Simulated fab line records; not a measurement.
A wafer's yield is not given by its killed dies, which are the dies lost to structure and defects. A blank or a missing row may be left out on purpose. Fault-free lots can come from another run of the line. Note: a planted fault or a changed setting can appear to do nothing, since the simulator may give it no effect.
What tool caused it?	flow gf180mcu	24 lots, 72 wafers sampled, at 3 steps of a route of 602

WHAT THE GAUGES READ, wafer by wafer
GF_STI_BOW_MEAS_00. Usual: for INCOMING_BOW the level is 0 um and the standard deviation is 5.6.
lot	measured	on	INCOMING_BOW (um)	flag
L074	day 1 10:00	film_metro-01	-3 -11 2	
L075	day 1 15:00	film_metro-03	-10 2 3	
L076	day 1 20:00	film_metro-03	-5 3 -6	
L077	day 2 01:01	film_metro-04	8 10 0	
L078	day 2 06:00	film_metro-01	1 -5 3	
L079	day 2 11:01	film_metro-03	-4 1 -3	
L080	day 2 16:00	film_metro-01	-3 -6 3	
L081	day 2 21:01	film_metro-03	-1 -2 0	
L082	day 3 02:00	film_metro-04	4 -7 -9	
L083	day 3 07:01	film_metro-01	-4 15 -1	
L084	day 3 12:00	film_metro-03	9 -2 -2	
L085	day 3 17:00	film_metro-04	-1 -7 -3	
L086	day 3 22:01	film_metro-03	-2 -1 5	
L087	day 4 03:01	film_metro-01	1 9 4	
L088	day 4 08:00	film_metro-03	0 -2 0	
L089	day 4 13:00	film_metro-03	8 2 4	
L090	day 4 18:01	film_metro-04	-5 2 -13	
L091	day 4 23:00	film_metro-03	0 14 -7	
L092	day 5 04:02	film_metro-03	-3 2 0	
L093	day 5 09:01	film_metro-03	-3 3 -2	
L094	day 5 14:01	film_metro-04	-4 -1 -6	
L095	day 5 19:00	film_metro-04	-3 0 9	
L096	day 6 00:00	film_metro-01	9 -4 -7	
L097	day 6 05:00	film_metro-01	-10 5 -5	

GF_V2_THK_MEAS_25: measures by xrf. Usual: for V2_W_THK the level is 350 nm and the standard deviation is 5.
lot	measured	on	V2_W_THK (nm)	flag
L074	day 20 09:45	film_metro-02	354 350 365	
L075	day 20 19:34	film_metro-01	352 353 351	
L076	day 21 01:22	film_metro-02	347 346 353	
L077	day 21 17:34	film_metro-01	347 352 344	
L078	day 21 23:32	film_metro-04	351 350 346	
L079	day 22 10:17	film_metro-01	357 354 357	
L080	day 22 16:02	film_metro-02	343 346 339	
L081	day 23 00:09	film_metro-01	347 351 348	
L082	day 23 05:53	film_metro-02	348 349 348	
L083	day 23 13:13	film_metro-04	347 335 341	
L084	day 24 02:33	film_metro-01	349 342 348	
L085	day 24 17:16	film_metro-02	350 347 348	
L086	day 24 17:55	film_metro-02	351 349 357	
L087	day 25 01:07	film_metro-04	348 349 353	
L088	day 25 05:45	film_metro-04	354 352 354	
L089	day 25 12:37	film_metro-04	353 358 348	
L090	day 25 23:19	film_metro-04	350 357 352	
L091	day 26 05:48	film_metro-02	351 345 347	
L092	day 26 11:49	film_metro-04	349 347 348	
L093	day 26 20:00	film_metro-02	355 361 355	
L094	day 27 04:48	film_metro-02	349 352 354	
L095	day 27 16:30	film_metro-02	353 350 357	
L096	day 27 18:04	film_metro-01	354 345 354	
L097	day 27 23:35	film_metro-02	343 349 347	

GF_M3_CD_MEAS_14 targets a cd of 280 nm. Usual: 279.5 nm for cd_nm, sd 1.1.
lot	measured	on	cd_nm (nm)	flag
L074	day 21 10:19	cd_sem-02	279.7 278.6 279.8	
L075	day 21 20:54	cd_sem-02	279.6 278.9 278.7	
L076	day 22 01:34	cd_sem-02	279.0 278.6 278.9	
L077	day 22 16:10	cd_sem-01	280.3 279.3 280.1	
L078	day 22 22:45	cd_sem-02	277.5 278.0 277.8	
L079	day 23 09:41	cd_sem-01	279.6 279.9 279.0	
L080	day 23 14:46	cd_sem-02	281.2 280.4 281.6	
L081	day 23 23:07	cd_sem-01	277.9 278.0 279.4	
L082	day 24 04:31	cd_sem-01	279.6 278.7 280.8	
L083	day 24 11:25	cd_sem-02	278.0 279.2 280.0	
L084	day 25 01:17	cd_sem-02	280.6 279.9 280.8	
L085	day 25 15:01	cd_sem-01	279.0 278.4 277.8	
L086	day 25 15:40	cd_sem-02	279.2 279.3 278.8	
L087	day 25 22:23	cd_sem-02	280.1 279.9 278.9	
L088	day 26 03:29	cd_sem-02	280.2 282.1 281.6	
L089	day 26 09:06	cd_sem-01	278.7 277.4 276.6	
L090	day 26 21:35	cd_sem-02	280.2 279.9 279.7	
L091	day 27 02:34	cd_sem-01	280.0 280.3 279.8	
L092	day 27 08:52	cd_sem-02	280.8 282.0 280.4	
L093	day 27 16:41	cd_sem-01	278.7 277.9 277.7	
L094	day 28 01:13	cd_sem-01	279.9 278.2 280.1	
L095	day 28 12:31	cd_sem-01	279.5 278.9 278.0	
L096	day 28 14:10	cd_sem-02	280.9 279.9 279.7	
L097	day 28 20:02	cd_sem-01	280.1 280.3 278.7	

WHAT TOOL EACH LOT RAN ON (gives the tool, then ch and the chambers of the sampled wafers, and finally the start)
Record: no process step prior to these readings.

WHAT THE TOOLS THEMSELVES READ (means of the sampled wafers that have a number; where no wafer has one, the mark that the record gives instead)
The record holds no such reading with a usual standard deviation.

THE ANSWER, worked out from the rows above alone
Rule: lot off if the mean of its wafers having a number is beyond 3 standard deviations from the usual mean. Also off: a lot with no number at a reading for which 4 or more lots have one. Any other lot the step has rows for is counted as sound. The gauges are gone through in route order, then the tools' own readings, and for those a lot's mean is taken as printed above. The first step at which some lot is off is used, and at that step the reading that is off furthest; a lot without a number counts as furthest.
No lot is off at any reading shown: from this, nothing can be told.

WHAT HAD BEEN PUT IN BY THE SIMULATOR
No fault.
